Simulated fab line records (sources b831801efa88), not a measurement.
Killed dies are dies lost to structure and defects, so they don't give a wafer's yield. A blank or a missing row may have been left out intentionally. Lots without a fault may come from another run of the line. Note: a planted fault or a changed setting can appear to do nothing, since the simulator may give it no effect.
2 desks, one fault    flow gf180mcu    each desk holds nothing but its own numbers, with what lay behind them at the end

AT THE METROLOGY DESK
Lot by lot, what the gauges showed, no matter which tool ran the lot: averages of those sampled wafers that carry a number. The brackets show how far a lot's mean lies from the usual mean; more than 4 standard deviations puts the lot out of limits, marked OUT.
Columns: A = HV_LDD_3_TW at GF_HV_LDD_TW_MEAS_38, usual 1425; B = HV_LDD_RS at GF_HV_LDD_RS_MEAS_53, usual 418.1 ohm/sq; C = V2_BOW at GF_V2_BOW_MEAS_05, usual 100 um; D = M3_ALCU_RS at GF_M3_RS_MEAS_05, usual 0.0694 ohm/sq; E = M4_OVL at GF_M4_OVL_MEAS_15, usual -2 nm
lot   first seen here  A                B                 C    D       E
L567  day 11 17:25     1428             418.8             106  0.0692  -8
L568  day 11 19:52     1439             418.9             99   0.0685  -2
L569  day 12 06:20     1405             418.1             91   0.0697  -1
L570  day 12 11:27     1431             417.9             107  0.0697  -3
L571  day 12 21:39     1434             417.7             105  0.0691  6
L572  day 13 15:59     1416             417.4             104  0.0695  5
L574  day 14 00:13     1434             417.5             101  0.0702  -3
L576  day 14 18:04     1420             419.0             111  0.0696  -2
L578  day 15 08:41     1421             419.1             90   0.0691  -8
L579  day 15 17:21     1423             418.4             90   0.0693  0
L585  day 17 18:16     1381 (-4.4) OUT  425.5 (+8.4) OUT  94   0.0693  -5
L587  day 18 03:51     1376 (-4.9) OUT  424.6 (+7.4) OUT  99   0.0695  -6
L589  day 19 01:26     1379 (-4.6) OUT  423.4 (+6.1) OUT  106  0.0689  -7
This desk's result: L585, L587, L589 out of limits, first on L585 (HV_LDD_3_TW at GF_HV_LDD_TW_MEAS_38), day 17 18:16. L567, L568, L569, L570, L571, L572, L574, L576, L578, L579 stayed within limits.

FOR THE TOOL OWNER'S DESK: implanter-03
For each lot that ran on this tool, the mean over its sampled wafers that have a number, from the tool's own readings at GF_HV_LDD_IMPLANT_34. The brackets show how far a lot's mean lies from the usual mean; more than 4 standard deviations puts the lot out of limits, marked OUT.
Columns: A = dose_ions_cm2 at GF_HV_LDD_IMPLANT_34, usual 7.498e+12; B = end_station_pressure_torr at GF_HV_LDD_IMPLANT_34, usual 5.03e-06 Torr; C = faraday_current_uA at GF_HV_LDD_IMPLANT_34, usual 42.4; D = rotation_deg at GF_HV_LDD_IMPLANT_34, usual 90.008 degrees
lot   first seen here  A                            B         C               D
L568  day 11 19:20     7.502e+12                    5.22e-06  42.0            90.000
L570  day 12 10:56     7.503e+12                    5.09e-06  41.3            90.015
L579  day 15 16:48     7.496e+12                    4.92e-06  42.3            90.001
L585  day 17 17:45     4.841e+12 (-99 or more) OUT  5.12e-06  27.5 (-18) OUT  89.995
L587  day 18 03:19     4.838e+12 (-99 or more) OUT  4.75e-06  27.5 (-18) OUT  89.996
L589  day 19 00:53     4.833e+12 (-99 or more) OUT  5.26e-06  27.3 (-18) OUT  90.013
This desk's verdict: out of limits on L585, L587, L589, starting with L585 at day 17 17:45 (dose_ions_cm2 at GF_HV_LDD_IMPLANT_34). L568, L570, L579 stayed within limits.

ALL TOGETHER
The tool owner's desk had the chance to raise an alarm at day 17 17:45 on L585, L587, L589.
At day 17 18:16 the metrology desk could have sounded an alarm, on L585, L587, L589.
Every lot named ran GF_HV_LDD_IMPLANT_34 on implanter-03.

WHAT HAD BEEN PUT IN BY THE SIMULATOR
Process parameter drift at GF_HV_LDD_IMPLANT_34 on implanter-03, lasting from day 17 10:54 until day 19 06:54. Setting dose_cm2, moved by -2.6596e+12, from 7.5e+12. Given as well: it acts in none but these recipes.
Shown lots that were struck: L585, L587, L589.
Counting hours from when the fault started, the first reading out of limits came at 7 for the tool owner's desk and at 7 for the metrology desk.
